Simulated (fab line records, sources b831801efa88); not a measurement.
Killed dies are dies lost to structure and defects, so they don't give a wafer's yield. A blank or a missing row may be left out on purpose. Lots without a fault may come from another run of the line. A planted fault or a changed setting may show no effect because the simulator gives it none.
fab line records | flow sky130
record lots=5 wafers=15 last_day=48
route steps=708 shown METAL2@488 VIA2@507
lots that met no fault: from a run of the same line without faults
start_h: hours from the record's first day to the start of the lot's first wafer shown | wait_h: hours since the lot's step before | " the same as in the row above | L1.1+2: a row that stands for several wafers | - no value, or no start given | * or withheld: withheld | < > ~ a bound
route shown NAME@n: a module of which the file shows steps, and the number in the route of the first | usual: mean/standard deviation of fault-free wafers | same: alike in all rows | chamber/n: place in a boat | sites: the reading at each site | _std_site: their standard deviation | _edge_site: outer sites' mean less inner sites' | radius_mm: how far each site lies from the wafer's centre | mask NAME#n: copy n | behind: the tool/chamber that last shaped the wafer | hold: why the lot was held/for how many hours/how that ended | device: the transistor (n, p or np) that didn't switch | end of line: the same wafers' tests at the end of the route | a step without rows: its recipe alone | killed: dies lost to structure and defects at the first sort, not the wafer's yield | map: a wafer's dies, x killed, . not, _ none there
set.NAME: the setting as run; set.NAME@STEP: as run at that earlier step | model.NAME: the simulator's own value behind a step, which no gauge read
lots at some steps of the route; a table a step, a row a wafer
services: from which hour (start_h, from the record's first day; less than 0 if before it) a tool's chamber was out of use, for how many hours, and why
## steps
# step SKY_METAL2_RS_MEAS_05
# recipe thk_meas_gauge=four-point-probe reads=TiN_of_METAL2_SPUTTER_04+Ti_of_METAL2_SPUTTER_03+AlCu_of_METAL2_SPUTTER_02+TiN_of_METAL2_SPUTTER_01+Ti_of_METAL2_SPUTTER_00
# usual METAL2_ALCU_RS=0.1266/0.0013
# columns lot.wafer tool chamber start_h wait_h METAL2_ALCU_RS[ohm/sq]
L078.1 film_metro-01 - 825.35 0.0 0.1251
L078.2 " - " " 0.1263
L078.3 " - " " 0.1244
L079.1 film_metro-02 - 839.51 0.0 0.1258
L079.3 " - " " 0.1284
L079.5 " - " " 0.1250
L080.1 film_metro-02 - 849.65 0.0 0.1290
L080.2 " - " " 0.1276
L080.6 " - " " 0.1279
L085.1 film_metro-02 - 880.50 0.0 0.1253
L085.3 " - " " 0.1259
L085.5 " - " " 0.1274
L087.3 film_metro-01 - 896.62 0.1 0.1272
L087.5 " - " " 0.1266
L087.6 " - " " 0.1273
# step SKY_METAL2_THK_MEAS_06
# recipe thk_meas_gauge=xrf reads=AlCu_of_METAL2_SPUTTER_02
# usual METAL2_ALCU_THK=249.7/2.7
# columns lot.wafer tool chamber start_h wait_h METAL2_ALCU_THK[nm]
L078.1 film_metro-01 - 825.47 0.1 252.3
L078.2 " - " " 249.5
L078.3 " - " " 253.3
L079.1 film_metro-02 - 839.63 0.1 251.9
L079.3 " - " " 247.3
L079.5 " - " " 253.4
L080.1 film_metro-02 - 849.77 0.1 244.7
L080.2 " - " " 247.4
L080.6 " - " " 245.3
L085.1 film_metro-02 - 880.62 0.1 253.9
L085.3 " - " " 250.4
L085.5 " - " " 251.1
L087.3 film_metro-01 - 896.72 0.1 250.6
L087.5 " - " " 250.3
L087.6 " - " " 247.3
# step SKY_METAL2_DEHYDRATE_07
# recipe temp_c=200 time_s=60
# usual plate_temp_C=200.01/0.15
# same time_s=60
# columns lot.wafer tool chamber start_h wait_h plate_temp_C
L078.1 litho_track-04 0 837.80 12.3 199.94
L078.2 " 0 " " 199.95
L078.3 " 0 " " 199.93
L079.1 litho_track-04 0 851.90 12.3 199.98
L079.3 " 0 " " 200.04
L079.5 " 0 " " 200.01
L080.1 litho_track-01 0 861.73 12.0 200.29
L080.2 " 0 " " 199.99
L080.6 " 0 " " 200.21
L085.1 litho_track-01 0 892.28 11.6 199.93
L085.3 " 0 " " 199.95
L085.5 " 0 " " 199.99
L087.3 litho_track-03 0 908.93 12.2 199.66
L087.5 " 0 " " 199.89
L087.6 " 0 " " 199.84
# step SKY_METAL2_HMDS_08
# recipe prime_time_s=60 prime_temp_c=120
# columns lot.wafer tool chamber start_h wait_h
L078.1+2+3 litho_track-04 0 837.95 0.1
L079.1+3+5 litho_track-04 0 852.05 0.1
L080.1+2+6 litho_track-01 0 861.88 0.1
L085.1+3+5 litho_track-01 0 892.43 0.1
L087.3+5+6 litho_track-03 0 909.08 0.1
# step SKY_METAL2_COAT_09
# recipe resist=BARC temp_c=withheld time_s=withheld spin_rpm=3000 resist_thk_nm=60
# usual spin_speed_rpm=2999.9/1.9
# columns lot.wafer tool chamber start_h wait_h spin_speed_rpm
L078.1 litho_track-04 0 838.10 0.1 3000.7
L078.2 " 0 " " 3003.2
L078.3 " 0 " " 3001.2
L079.1 litho_track-04 0 852.20 0.1 2999.3
L079.3 " 0 " " 3001.3
L079.5 " 0 " " 3004.2
L080.1 litho_track-01 0 862.03 0.1 2999.6
L080.2 " 0 " " 2998.1
L080.6 " 0 " " 2998.7
L085.1 litho_track-01 0 892.58 0.1 2999.0
L085.3 " 0 " " 3003.0
L085.5 " 0 " " 2998.4
L087.3 litho_track-03 0 909.23 0.1 2997.4
L087.5 " 0 " " 2999.3
L087.6 " 0 " " 3000.7
# step SKY_METAL2_COAT_10
# recipe resist=KrF-thick spin_rpm=3000 resist_thk_nm=450
# usual spin_speed_rpm=2999.9/2.1
# columns lot.wafer tool chamber start_h wait_h spin_speed_rpm
L078.1 litho_track-04 0 - - 2999.7
L078.2 " 0 " " 2999.9
L078.3 " 0 " " 3001.1
L079.1 litho_track-04 0 - - 2998.9
L079.3 " 0 " " 3000.1
L079.5 " 0 " " 2998.5
L080.1 litho_track-01 0 - - 2997.6
L080.2 " 0 " " 2998.5
L080.6 " 0 " " 2994.1
L085.1 litho_track-01 0 - - 3002.1
L085.3 " 0 " " 2997.8
L085.5 " 0 " " 2998.0
L087.3 litho_track-03 0 - - 2997.2
L087.5 " 0 " " 2998.2
L087.6 " 0 " " 2998.7
# step SKY_METAL2_SOFTBAKE_11
# recipe temp_c=100 time_s=90 resist=KrF-thick
# usual plate_temp_C=100.02/0.12
# same time_s=90
# columns lot.wafer tool chamber start_h wait_h plate_temp_C
L078.1 litho_track-04 0 - - 100.00
L078.2 " 0 " " 100.24
L078.3 " 0 " " 100.16
L079.1 litho_track-04 0 - - 99.78
L079.3 " 0 " " 100.13
L079.5 " 0 " " 99.96
L080.1 litho_track-01 0 - - 100.16
L080.2 " 0 " " 100.24
L080.6 " 0 " " 99.88
L085.1 litho_track-01 0 - - 99.85
L085.3 " 0 " " 99.90
L085.5 " 0 " " 99.84
L087.3 litho_track-03 0 - - 100.01
L087.5 " 0 " " 99.91
L087.6 " 0 " " 100.14
# step SKY_METAL2_EXPOSE_12
# recipe mask_id=MM2 na=0.8 source_shape=annular sigma_inner=0.55 sigma_outer=0.85 target_cd_nm=140 dose_mj=28.6
# columns lot.wafer tool chamber start_h wait_h mask
L078.1+2+3 krf_scanner-02 0 - - MM2#0
L079.1+3+5 krf_scanner-02 0 - - MM2#0
L080.1+2+6 krf_scanner-02 0 - - MM2#0
L085.1+3+5 krf_scanner-02 0 - - MM2#0
L087.3+5+6 krf_scanner-01 0 - - MM2#0
# step SKY_METAL2_PEB_13
# recipe peb_temp_c=withheld peb_time_s=withheld resist=KrF-thick
# columns lot.wafer tool chamber start_h wait_h
L078.1+2+3 litho_track-04 0 - -
L079.1+3+5 litho_track-03 0 - -
L080.1+2+6 litho_track-03 0 - -
L085.1+3+5 litho_track-01 0 - -
L087.3+5+6 litho_track-01 0 - -
# step SKY_METAL2_DEVELOP_14
# recipe develop_time_s=60 resist=KrF-thick dev_temp_c=21
# columns lot.wafer tool chamber start_h wait_h
L078.1+2+3 litho_track-04 0 - -
L079.1+3+5 litho_track-03 0 - -
L080.1+2+6 litho_track-03 0 - -
L085.1+3+5 litho_track-01 0 - -
L087.3+5+6 litho_track-01 0 - -
# step SKY_METAL2_CD_MEAS_15
# recipe target_cd_nm=140
# usual cd_nm=139.8/1.4
# columns lot.wafer tool chamber start_h wait_h cd_nm
L078.1 cd_sem-02 - 851.60 - 140.2
L078.2 " - " " 139.4
L078.3 " - " " 140.1
L079.1 cd_sem-02 - 864.97 - 142.7
L079.3 " - " " 142.6
L079.5 " - " " 141.3
L080.1 cd_sem-01 - 874.98 - 138.5
L080.2 " - " " 138.4
L080.6 " - " " 139.3
L085.1 cd_sem-02 - 906.03 - 140.4
L085.3 " - " " 142.1
L085.5 " - " " 140.3
L087.3 cd_sem-02 - 921.22 - 139.0
L087.5 " - " " 140.0
L087.6 " - " " 140.3
# step SKY_METAL2_OVL_MEAS_16
# usual METAL2_OVL=-5/4.4
# columns lot.wafer tool chamber start_h wait_h METAL2_OVL[nm]
L078.1 overlay-01 - 851.72 0.1 3
L078.2 " - " " -2
L078.3 " - " " 0
L079.1 overlay-01 - 865.09 0.1 -6
L079.3 " - " " -5
L079.5 " - " " -4
L080.1 overlay-02 - 875.10 0.1 -8
L080.2 " - " " -10
L080.6 " - " " -1
L085.1 overlay-01 - 906.15 0.1 -5
L085.3 " - " " -1
L085.5 " - " " -13
L087.3 overlay-02 - 921.31 0.1 -4
L087.5 " - " " -6
L087.6 " - " " -2
# step SKY_METAL2_DESCUM_17
# recipe chemistry=O2 source_power_w=150 bias_power_w=0 pressure_mtorr=10 temp_c=40 time_s=8
# usual drypump_motor_current_A=5.61/0.28 oes_product_au=0.996/0.008 temp_c=40.03/0.12
# same time_s=8
# columns lot.wafer tool chamber start_h wait_h drypump_motor_current_A oes_product_au rf_hours_counter_h temp_c
L078.1 rie_metal-02 1 851.76 0.0 5.78 0.993 11.1 40.22
L078.2 " 0 " " 5.65 1.005 7.7 39.87
L078.3 " 0 " " 5.64 1.008 - 40.03
L079.1 rie_metal-02 0 865.13 0.0 5.65 0.996 8.1 39.90
L079.3 " 1 " " 5.79 0.993 - 39.98
L079.5 " 0 " " 5.65 0.997 - 39.86
L080.1 rie_metal-02 0 875.14 0.0 5.64 0.992 8.4 40.20
L080.2 " 1 " " 5.80 1.003 11.9 39.90
L080.6 " 1 " " 5.81 1.002 - 39.85
L085.1 rie_metal-02 0 906.19 0.0 5.64 0.990 10.0 40.26
L085.3 " 1 " " 5.79 0.989 - 40.19
L085.5 " 0 " " 5.65 0.987 - 40.16
L087.3 rie_metal-02 1 921.35 0.0 5.80 1.003 - 39.91
L087.5 " 1 " " 5.82 1.009 - 39.93
L087.6 " 0 " " 5.64 0.993 - 40.19
# step SKY_METAL2_ETCH_18
# recipe chemistry=N2/H2 target=BARC ion_energy_ev=200 bias_w=100 pressure_mtorr=30 n2_flow_sccm=100 h2_flow_sccm=200 icp_w=500 stop_on=SiO2 time_s=45.9 target_depth_a=600
# usual drypump_motor_current_A=5.61/0.28 oes_product_au=0.855/0.0051 throttle_valve_pct=13.225/0.0097
# same time_s=45.9
# columns lot.wafer tool chamber start_h wait_h drypump_motor_current_A oes_product_au rf_hours_counter_h throttle_valve_pct
L078.1 rie_metal-02 1 851.79 0.0 5.81 0.859 11.1 13.232
L078.2 " 0 " " 5.65 0.851 7.7 13.214
L078.3 " 0 " " 5.66 0.862 - 13.222
L079.1 rie_metal-02 0 865.16 0.0 5.66 0.860 8.1 13.230
L079.3 " 1 " " 5.83 0.857 - 13.226
L079.5 " 0 " " 5.65 0.859 - 13.221
L080.1 rie_metal-02 0 875.17 0.0 5.63 0.864 8.4 13.225
L080.2 " 1 " " 5.79 0.859 11.9 13.219
L080.6 " 1 " " 5.81 0.855 - 13.227
L085.1 rie_metal-02 0 906.22 0.0 5.66 0.859 10.0 13.227
L085.3 " 1 " " 5.80 0.851 - 13.236
L085.5 " 0 " " 5.65 0.856 - 13.233
L087.3 rie_metal-02 1 921.39 0.0 5.81 0.859 - 13.230
L087.5 " 1 " " 5.78 0.855 - 13.215
L087.6 " 0 " " 5.64 0.857 - 13.216
# step SKY_METAL2_METAL_ETCH_19
# recipe target_depth_a=3600 stop_on=SiO2 over_etch_frac=0.3 time_s=78 chemistry=Cl2/BCl3 resist_sidewall_deg=88 pressure_mtorr=10 icp_w=900 bias_w=48.5 Cl2_flow_sccm=60 bcl3_flow_sccm=30
# usual drypump_motor_current_A=5.61/0.28 oes_product_au=0.859/0.0064 throttle_valve_pct=22.265/0.0092
# same time_s=78
# columns lot.wafer tool chamber start_h wait_h drypump_motor_current_A oes_product_au rf_hours_counter_h throttle_valve_pct
L078.1 rie_metal-02 1 851.86 0.0 5.79 0.859 11.2 22.270
L078.2 " 0 " " 5.64 0.859 7.7 22.265
L078.3 " 0 " " 5.65 0.851 - 22.277
L079.1 rie_metal-02 0 865.23 0.0 5.66 0.865 8.2 22.250
L079.3 " 1 " " 5.80 0.859 - 22.269
L079.5 " 0 " " 5.65 0.866 - 22.263
L080.1 rie_metal-02 0 875.23 0.0 5.65 0.845 8.5 22.262
L080.2 " 1 " " 5.81 0.860 11.9 22.279
L080.6 " 1 " " 5.78 0.854 - 22.271
L085.1 rie_metal-02 0 906.28 0.0 5.65 0.866 10.1 22.296
L085.3 " 1 " " 5.80 0.853 - 22.259
L085.5 " 0 " " 5.65 0.849 - 22.251
L087.3 rie_metal-02 1 921.46 0.1 5.77 0.857 - 22.249
L087.5 " 1 " " 5.78 0.864 - 22.265
L087.6 " 0 " " 5.62 0.853 - 22.263
# step SKY_METAL2_STRIP_20
# recipe chemistry=O2/N2 power_w=1400 pressure_mtorr=1500 platen_temp_c=withheld o2_flow_sccm=3000 n2_flow_sccm=300 overash_fraction=0.5
# usual drypump_motor_current_A=5.57/0.25 oes_product_au=0.343/0.0054 strip_time_to_endpoint_s=2.71/0.041
# columns lot.wafer tool chamber start_h wait_h drypump_motor_current_A oes_product_au rf_hours_counter_h strip_time_to_endpoint_s
L078.1 plasma_asher-04 0 851.95 0.1 5.59 0.342 11 2.77
L078.2 " 1 " " 5.11 0.341 11 2.66
L078.3 " 0 " " 5.62 0.346 - 2.69
L079.1 plasma_asher-03 0 865.32 0.1 5.47 0.343 67 2.68
L079.3 " 0 " " 5.49 0.346 - 2.74
L079.5 " 0 " " 5.49 0.341 - 2.71
L080.1 plasma_asher-04 0 875.32 0.1 5.56 0.342 13 2.69
L080.2 " 1 " " 5.17 0.337 13 2.71
L080.6 " 0 " " 5.53 0.351 - 2.76
L085.1 plasma_asher-03 1 906.37 0.1 5.61 0.337 72 2.75
L085.3 " 1 " " 5.56 0.347 - 2.75
L085.5 " 1 " " 5.56 0.350 - 2.75
L087.3 plasma_asher-02 0 921.56 0.1 6.00 0.341 - 2.73
L087.5 " 0 " " 6.01 0.354 - 2.74
L087.6 " 1 " " 5.71 0.347 - 2.73
# step SKY_METAL2_STRIP_21
# recipe chemistry=post_etch_residue_remover time_s=1200 temp_c=72.5
# usual bath_guard_temp_C=72.7/0.65 temp_c=72.50/0.13
# same time_s=1200
# columns lot.wafer tool chamber start_h wait_h bath_guard_temp_C temp_c
L078.1 wet_bench-01 3 852.05 0.1 72.8 72.51
L078.2 " 3 " " 73.1 72.48
L078.3 " 3 " " 72.9 72.60
L079.1 wet_bench-02 1 865.42 0.1 73.1 72.82
L079.3 " 1 " " 72.9 72.52
L079.5 " 1 " " 73.3 72.59
L080.1 wet_bench-04 0 875.42 0.1 73.3 72.53
L080.2 " 0 " " 73.1 72.48
L080.6 " 0 " " 73.2 72.52
L085.1 wet_bench-04 0 906.47 0.1 73.1 72.75
L085.3 " 0 " " 73.4 72.75
L085.5 " 0 " " 73.1 72.77
L087.3 wet_bench-01 3 921.62 0.0 72.7 72.36
L087.5 " 3 " " 73.3 72.46
L087.6 " 3 " " 72.5 72.49
# step SKY_METAL2_CLEAN_22
# recipe chemistry=IPA time_s=180 temp_c=25
# usual temp_c=25.02/0.099
# same time_s=180
# columns lot.wafer tool chamber start_h wait_h temp_c
L078.1 wet_bench-04 1 852.39 0.0 25.12
L078.2 " 1 " " 25.03
L078.3 " 1 " " 24.86
L079.1 wet_bench-04 1 865.82 0.0 25.01
L079.3 " 1 " " 25.08
L079.5 " 1 " " 25.02
L080.1 wet_bench-02 1 875.76 0.0 25.02
L080.2 " 1 " " 25.06
L080.6 " 1 " " 25.13
L085.1 wet_bench-02 2 906.85 0.0 24.96
L085.3 " 2 " " 24.97
L085.5 " 2 " " 25.07
L087.3 wet_bench-02 3 922.00 0.0 25.07
L087.5 " 3 " " 25.01
L087.6 " 3 " " 25.16
# step SKY_METAL2_CLEAN_23
# recipe chemistry=O3/DIW dry=n2_spin
# columns lot.wafer tool chamber start_h wait_h
L078.1+2+3 wet_bench-02 0 852.45 0.0
L079.1+3+5 wet_bench-02 3 865.88 0.0
L080.1+2+6 wet_bench-01 3 875.82 0.0
L085.1+3+5 wet_bench-01 3 906.90 0.0
L087.3+5+6 wet_bench-01 1 922.05 0.0
# step SKY_VIA2_HDPCVD_00
# recipe material=SiO2 target_thk_nm=1180 sigma_open_frac=0.3 time_s=196.7 temp_c=400 sih4_flow_sccm=60 pressure_mtorr=6
# same time_s=196.7
# columns lot.wafer tool chamber start_h wait_h
L078.1+2+3 hdpcvd-02 1,2,0 852.54 0.0
L079.1+3+5 hdpcvd-01 2,1,0 865.99 0.0
L080.1+2+6 hdpcvd-01 1,2,1 875.92 0.0
L085.1+3+5 hdpcvd-01 1,2,2 907.00 0.0
L087.3+5+6 hdpcvd-01 1,2,0 922.15 0.0
# step SKY_VIA2_THK_MEAS_01
# recipe reads=SiO2_of_VIA2_HDPCVD_00
# usual VIA2_HDPCVD_THK=1179/14
# columns lot.wafer tool chamber start_h wait_h VIA2_HDPCVD_THK[nm]
L078.1 film_metro-01 - 852.66 0.1 1188
L078.2 " - " " 1184
L078.3 " - " " 1160
L079.1 film_metro-01 - 866.12 0.1 1168
L079.3 " - " " 1182
L079.5 " - " " 1184
L080.1 film_metro-03 - 876.05 0.1 1177
L080.2 " - " " 1161
L080.6 " - " " 1187
L085.1 film_metro-03 - 907.12 0.1 1167
L085.3 " - " " 1181
L085.5 " - " " 1174
L087.3 film_metro-01 - 922.30 0.1 1174
L087.5 " - " " 1177
L087.6 " - " " 1161
# step SKY_VIA2_CMP_02
# recipe material=SiO2 down_force_psi=4 platen_rpm=60 pad_velocity_m_s=0.94248
# usual motor_current_A=11.4/0.83
# columns lot.wafer tool chamber start_h wait_h motor_current_A
L078.1 cmp-01 0 852.72 0.1 12.8
L078.2 " 1 " " 11.5
L078.3 " 2 " " 10.2
L079.3 cmp-02 0 866.18 0.0 12.3
L079.1 " 1 " " 12.3
L079.5 " 1 " " 11.7
L080.1 cmp-02 1 876.16 0.1 13.0
L080.2 " 2 " " 10.6
L080.6 " 0 " " 12.6
L085.1 cmp-01 2 907.18 0.1 10.3
L085.3 " 0 " " 12.5
L085.5 " 3 " " 11.5
L087.3 cmp-01 2 922.49 0.2 10.8
L087.5 " 3 " " 12.2
L087.6 " 0 " " 12.1
# step SKY_VIA2_BOW_MEAS_03
# recipe mode=bow
# usual VIA2_BOW=87/7.6
# columns lot.wafer tool chamber start_h wait_h VIA2_BOW[um]
L078.1 film_metro-03 - 853.02 0.2 76
L078.2 " - " " 78
L078.3 " - " " 91
L079.1 film_metro-01 - 866.48 0.2 86
L079.3 " - " " 85
L079.5 " - " " 85
L080.1 film_metro-01 - 876.41 0.2 92
L080.2 " - " " 92
L080.6 " - " " 93
L085.1 film_metro-01 - 907.48 0.2 87
L085.3 " - " " 91
L085.5 " - " " 82
L087.3 film_metro-01 - 922.68 0.1 89
L087.5 " - " " 98
L087.6 " - " " 84
# step SKY_VIA2_DEHYDRATE_04
# recipe temp_c=200 time_s=60
# usual plate_temp_C=200.00/0.17
# same time_s=60
# columns lot.wafer tool chamber start_h wait_h plate_temp_C
L078.1 litho_track-03 0 865.23 12.2 200.27
L078.2 " 0 " " 199.91
L078.3 " 0 " " 200.29
L079.1 litho_track-02 0 878.99 12.5 199.86
L079.3 " 0 " " 199.78
L079.5 " 0 " " 200.06
L080.1 litho_track-01 0 888.58 12.2 199.93
L080.2 " 0 " " 200.14
L080.6 " 0 " " 199.93
L085.1 litho_track-02 0 918.69 11.2 200.14
L085.3 " 0 " " 200.17
L085.5 " 0 " " 200.04
L087.3 litho_track-03 0 934.93 12.2 199.89
L087.5 " 0 " " 199.90
L087.6 " 0 " " 199.79
# step SKY_VIA2_HMDS_05
# recipe prime_time_s=60 prime_temp_c=120
# columns lot.wafer tool chamber start_h wait_h
L078.1+2+3 litho_track-03 0 865.38 0.1
L079.1+3+5 litho_track-02 0 879.14 0.1
L080.1+2+6 litho_track-01 0 888.73 0.1
L085.1+3+5 litho_track-02 0 918.84 0.1
L087.3+5+6 litho_track-03 0 935.08 0.1
# step SKY_VIA2_COAT_06
# recipe resist=BARC temp_c=withheld time_s=withheld spin_rpm=3000 resist_thk_nm=60
# usual spin_speed_rpm=3000.5/1.9
# columns lot.wafer tool chamber start_h wait_h spin_speed_rpm
L078.1 litho_track-03 0 865.53 0.1 3000.5
L078.2 " 0 " " 2999.4
L078.3 " 0 " " 3002.1
L079.1 litho_track-02 0 879.29 0.1 2999.3
L079.3 " 0 " " 3000.6
L079.5 " 0 " " 3001.1
L080.1 litho_track-01 0 888.88 0.1 3001.4
L080.2 " 0 " " 3006.3
L080.6 " 0 " " 3003.9
L085.1 litho_track-02 0 918.99 0.1 3005.5
L085.3 " 0 " " 3002.9
L085.5 " 0 " " 3002.3
L087.3 litho_track-03 0 935.23 0.1 3000.3
L087.5 " 0 " " 3004.0
L087.6 " 0 " " 3002.5
# step SKY_VIA2_COAT_07
# recipe resist=KrF-thick spin_rpm=3000 resist_thk_nm=450
# usual spin_speed_rpm=2999.8/1.9
# columns lot.wafer tool chamber start_h wait_h spin_speed_rpm
L078.1 litho_track-03 0 - - 2998.0
L078.2 " 0 " " 3000.7
L078.3 " 0 " " 3000.0
L079.1 litho_track-02 0 - - 2999.9
L079.3 " 0 " " 3001.8
L079.5 " 0 " " 3000.1
L080.1 litho_track-01 0 - - 3003.0
L080.2 " 0 " " 3000.3
L080.6 " 0 " " 3000.5
L085.1 litho_track-02 0 - - 3000.0
L085.3 " 0 " " 3002.4
L085.5 " 0 " " 2997.1
L087.3 litho_track-03 0 - - 3001.3
L087.5 " 0 " " 3000.5
L087.6 " 0 " " 2998.7
# step SKY_VIA2_SOFTBAKE_08
# recipe temp_c=100 time_s=90 resist=KrF-thick
# usual plate_temp_C=100.03/0.13
# same time_s=90
# columns lot.wafer tool chamber start_h wait_h plate_temp_C
L078.1 litho_track-03 0 - - 100.14
L078.2 " 0 " " 100.20
L078.3 " 0 " " 100.03
L079.1 litho_track-02 0 - - 100.02
L079.3 " 0 " " 100.12
L079.5 " 0 " " 99.97
L080.1 litho_track-01 0 - - 100.23
L080.2 " 0 " " 100.29
L080.6 " 0 " " 100.11
L085.1 litho_track-02 0 - - 100.06
L085.3 " 0 " " 99.94
L085.5 " 0 " " 100.05
L087.3 litho_track-03 0 - - 99.83
L087.5 " 0 " " 100.07
L087.6 " 0 " " 99.89
# step SKY_VIA2_EXPOSE_09
# recipe mask_id=VIM2 na=0.8 source_shape=annular sigma_inner=0.55 sigma_outer=0.85 target_cd_nm=200 dose_mj=38
# columns lot.wafer tool chamber start_h wait_h mask
L078.1+2+3 krf_scanner-02 0 - - VIM2#0
L079.1+3+5 krf_scanner-01 0 - - VIM2#0
L080.1+2+6 krf_scanner-02 0 - - VIM2#0
L085.1+3+5 krf_scanner-01 0 - - VIM2#0
L087.3+5+6 krf_scanner-02 0 - - VIM2#0
# step SKY_VIA2_PEB_10
# recipe peb_temp_c=withheld peb_time_s=withheld resist=KrF-thick
# columns lot.wafer tool chamber start_h wait_h
L078.1+2+3 litho_track-01 0 - -
L079.1+3+5 litho_track-01 0 - -
L080.1+2+6 litho_track-01 0 - -
L085.1+3+5 litho_track-03 0 - -
L087.3+5+6 litho_track-03 0 - -
# step SKY_VIA2_DEVELOP_11
# recipe develop_time_s=60 resist=KrF-thick dev_temp_c=21.66
# columns lot.wafer tool chamber start_h wait_h
L078.1+2+3 litho_track-01 0 - -
L079.1+3+5 litho_track-01 0 - -
L080.1+2+6 litho_track-01 0 - -
L085.1+3+5 litho_track-03 0 - -
L087.3+5+6 litho_track-03 0 - -
# step SKY_VIA2_CD_MEAS_12
# recipe target_cd_nm=200
# usual cd_nm=200.3/1.2
# columns lot.wafer tool chamber start_h wait_h cd_nm
L078.1 cd_sem-02 - 878.68 - 198.6
L078.2 " - " " 199.2
L078.3 " - " " 200.6
L079.1 cd_sem-01 - 892.28 - 200.4
L079.3 " - " " 200.4
L079.5 " - " " 200.6
L080.1 cd_sem-02 - 901.98 - 198.2
L080.2 " - " " 198.6
L080.6 " - " " 199.3
L085.1 cd_sem-02 - 932.38 - 201.3
L085.3 " - " " 201.4
L085.5 " - " " 202.1
L087.3 cd_sem-01 - 946.97 - 199.1
L087.5 " - " " 199.2
L087.6 " - " " 198.6
# step SKY_VIA2_OVL_MEAS_13
# usual VIA2_OVL=1/5.1
# columns lot.wafer tool chamber start_h wait_h VIA2_OVL[nm]
L078.1 overlay-02 - 878.80 0.1 6
L078.2 " - " " 1
L078.3 " - " " 2
L079.1 overlay-01 - 892.40 0.1 -9
L079.3 " - " " -6
L079.5 " - " " -4
L080.1 overlay-02 - 902.10 0.1 -4
L080.2 " - " " -4
L080.6 " - " " -1
L085.1 overlay-02 - 932.50 0.1 3
L085.3 " - " " 1
L085.5 " - " " 2
L087.3 overlay-01 - 947.06 0.1 2
L087.5 " - " " 1
L087.6 " - " " 4
# step SKY_VIA2_ETCH_14
# recipe chemistry=N2/H2 target=BARC ion_energy_ev=200 source_w=500 bias_w=100 pressure_mtorr=30 n2_flow_sccm=100 h2_flow_sccm=200 stop_on=SiO2 time_s=45.9 target_depth_a=600
# usual drypump_motor_current_A=5.6/0.46 oes_product_au=0.854/0.0047 throttle_valve_pct=13.223/0.0085
# same time_s=45.9
# columns lot.wafer tool chamber start_h wait_h drypump_motor_current_A oes_product_au rf_hours_counter_h throttle_valve_pct
L078.1 rie_diel-01 1 878.84 0.0 6.1 0.856 13 13.223
L078.2 " 2 " " 5.4 0.854 14 13.222
L078.3 " 3 " " 6.0 0.855 12 13.213
L079.1 rie_diel-02 1 892.44 0.0 4.9 0.850 17 13.225
L079.3 " 3 " " 5.9 0.849 5 13.221
L079.5 " 3 " " 5.9 0.858 - 13.222
L080.1 rie_diel-02 0 902.14 0.0 5.2 0.853 1 13.216
L080.2 " 3 " " 5.9 0.850 5 13.222
L080.6 " 3 " " 5.9 0.852 - 13.216
L085.1 rie_diel-04 2 932.54 0.0 5.0 0.855 19 13.225
L085.3 " 1 " " 5.4 0.851 9 13.228
L085.5 " 3 " " 5.3 0.854 - 13.233
L087.3 rie_diel-02 2 947.09 0.0 6.4 0.849 17 13.217
L087.5 " 3 " " 5.9 0.856 - 13.211
L087.6 " 2 " " 6.4 0.852 - 13.220
# step SKY_VIA2_ETCH_15
# recipe target=SiO2 chemistry=C4F8/O2/Ar target_depth_nm=546 stop_on=TiN mask_material=KrF-thick source_w=1500 bias_w=1200 pressure_mtorr=40 c4f8_flow_sccm=withheld O2_flow_sccm=6 Ar_flow_sccm=300 time_s=84
# usual oes_product_au=0.939/0.0045
# same time_s=84
# columns lot.wafer tool chamber start_h wait_h oes_product_au rf_hours_counter_h
L078.1 rie_diel-01 1 878.88 0.0 0.945 13
L078.2 " 2 " " 0.933 14
L078.3 " 3 " " 0.939 12
L079.1 rie_diel-02 1 892.48 0.0 0.942 17
L079.3 " 3 " " 0.940 5
L079.5 " 3 " " 0.942 -
L080.1 rie_diel-02 0 902.18 0.0 0.943 1
L080.2 " 3 " " 0.939 5
L080.6 " 3 " " 0.933 -
L085.1 rie_diel-04 2 932.58 0.0 0.941 19
L085.3 " 1 " " 0.938 9
L085.5 " 3 " " 0.937 -
L087.3 rie_diel-02 2 947.13 0.0 0.937 17
L087.5 " 3 " " 0.946 -
L087.6 " 2 " " 0.947 -
# step SKY_VIA2_STRIP_16
# recipe chemistry=O2/N2 power_w=1400 pressure_mtorr=1500 platen_temp_c=withheld o2_flow_sccm=3000 n2_flow_sccm=300 overash_fraction=0.5
# usual drypump_motor_current_A=5.7/0.31 oes_product_au=0.399/0.0049 strip_time_to_endpoint_s=4.06/0.042
# columns lot.wafer tool chamber start_h wait_h drypump_motor_current_A oes_product_au rf_hours_counter_h strip_time_to_endpoint_s
L078.1 plasma_asher-03 0 878.94 0.0 5.5 0.394 69 4.02
L078.2 " 1 " " 5.6 0.396 69 4.02
L078.3 " 0 " " 5.5 0.399 - 4.10
L079.1 plasma_asher-01 1 892.54 0.0 5.9 0.399 45 4.13
L079.3 " 1 " " 5.9 0.406 - 4.09
L079.5 " 0 " " 6.2 0.400 - 4.10
L080.1 plasma_asher-01 1 902.24 0.0 6.0 0.403 46 4.05
L080.2 " 0 " " 6.2 0.406 46 4.10
L080.6 " 0 " " 6.2 0.393 - 4.07
L085.1 plasma_asher-01 0 932.64 0.0 6.3 0.403 50 4.04
L085.3 " 0 " " 6.2 0.402 - 3.97
L085.5 " 0 " " 6.2 0.390 - 4.06
L087.3 plasma_asher-04 1 947.23 0.1 5.1 0.399 - 4.03
L087.5 " 1 " " 5.1 0.404 - 4.07
L087.6 " 0 " " 5.6 0.389 - 4.05
## services
# columns tool chamber start_h hours kind
rie_diel-04 - 814.09 2.4 repair
rie_diel-04 2 824.43 4.9 repair
krf_scanner-01 - 829.96 3.8 repair
wet_bench-01 - 833.33 0.9 repair
krf_scanner-02 - 833.81 0.8 pm
krf_scanner-01 - 836.75 0.5 repair
krf_scanner-01 - 850.57 3.4 repair
rie_diel-02 2 852.59 4.1 repair
cmp-01 - 854.20 1.3 repair
krf_scanner-01 - 877.44 1.0 repair
krf_scanner-01 - 879.04 0.4 repair
rie_diel-01 3 880.35 2.7 repair
krf_scanner-02 - 880.97 3.3 repair
plasma_asher-01 - 884.76 1.9 repair
plasma_asher-04 - 902.35 28.1 pm
krf_scanner-01 - 906.86 0.8 pm
krf_scanner-01 - 911.65 1.0 pm
cmp-01 - 912.00 4.0 pm
krf_scanner-02 - 914.70 1.3 pm
krf_scanner-01 - 922.76 0.7 repair
rie_diel-02 3 924.14 17.2 repair
cmp-01 - 924.26 0.3 repair
krf_scanner-02 - 936.37 15.2 repair
plasma_asher-01 - 941.58 20.4 repair
## key
fault none
